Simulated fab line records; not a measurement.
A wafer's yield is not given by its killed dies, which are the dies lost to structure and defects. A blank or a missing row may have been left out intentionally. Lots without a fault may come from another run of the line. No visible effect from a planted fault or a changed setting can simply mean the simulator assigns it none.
2 desks, one fault + flow gf180mcu + each desk has only its own numbers; what lay behind them comes last

## AT THE METROLOGY DESK
Means of the sampled wafers that have a number, per lot and without regard to the tool the lot ran on: this is what the gauges read. The brackets show how far a lot's mean lies from the usual mean; more than 4 standard deviations puts the lot out of limits, marked OUT.
Columns: A = PASSIVATION_CVD_02_THK at GF_PASSIVATION_THK_MEAS_03, usual 702 nm; B = PASSIVATION_BOW at GF_PASSIVATION_BOW_MEAS_14, usual 136 um
| lot  | first seen here | A              | B   |
|------|-----------------|----------------|-----|
| L180 | day 28 13:19    | 697            | 119 |
| L183 | day 28 22:25    | 704            | 138 |
| L185 | day 29 17:43    | 705            | 132 |
| L186 | day 30 05:11    | 705            | 143 |
| L187 | day 30 07:57    | 698            | 148 |
| L188 | day 30 21:18    | 706            | 158 |
| L189 | day 31 03:40    | 706            | 135 |
| L193 | day 32 05:00    | 706            | 151 |
| L196 | day 33 03:54    | 753 (+6.1) OUT | 121 |
| L199 | day 33 17:26    | 703            | 124 |
| L200 | day 33 22:33    | 705            | 140 |
| L202 | day 34 06:25    | 709            | 135 |
| L203 | day 34 11:12    | 700            | 146 |
This desk reports L196 out of limits; the earliest was L196 at day 33 03:54 (PASSIVATION_CVD_02_THK at GF_PASSIVATION_THK_MEAS_03). L180, L183, L185, L186, L187, L188, L189, L193, L199, L200, L202, L203 stayed within limits.

## AT THE TOOL OWNER'S DESK: pecvd-02
The tool's own readings at GF_PASSIVATION_CVD_02 (deposits Si3N4, target thk 700 nm, time 486.18 s): means of the sampled wafers that have a number, for each lot that ran on this tool. The brackets show how far a lot's mean lies from the usual mean; more than 4 standard deviations puts the lot out of limits, marked OUT.
Columns: A = heater_power_w at GF_PASSIVATION_CVD_02, usual 672 W
| lot  | first seen here | A   |
|------|-----------------|-----|
| L186 | day 30 05:00    | 642 |
| L189 | day 31 03:29    | 668 |
| L193 | day 32 04:41    | 693 |
| L196 | day 33 03:37    | 692 |
This desk found nothing out of limits on any of the 4 lots.

## BROUGHT TOGETHER
Metrology desk: alarm possible at day 33 03:54 on L196.
Nothing out of limits was seen by the tool owner's desk.
The tool owner's desk has L196 on record, within its limits.
GF_PASSIVATION_CVD_02 was run on pecvd-02 by each of the lots named.

## WHAT HAD BEEN PUT IN BY THE SIMULATOR
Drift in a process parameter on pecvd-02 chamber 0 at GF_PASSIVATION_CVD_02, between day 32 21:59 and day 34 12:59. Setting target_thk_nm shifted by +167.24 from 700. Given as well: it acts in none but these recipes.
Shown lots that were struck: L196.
Per desk, hours elapsed from the start of the fault to the first reading out of limits: for the metrology desk, 6.
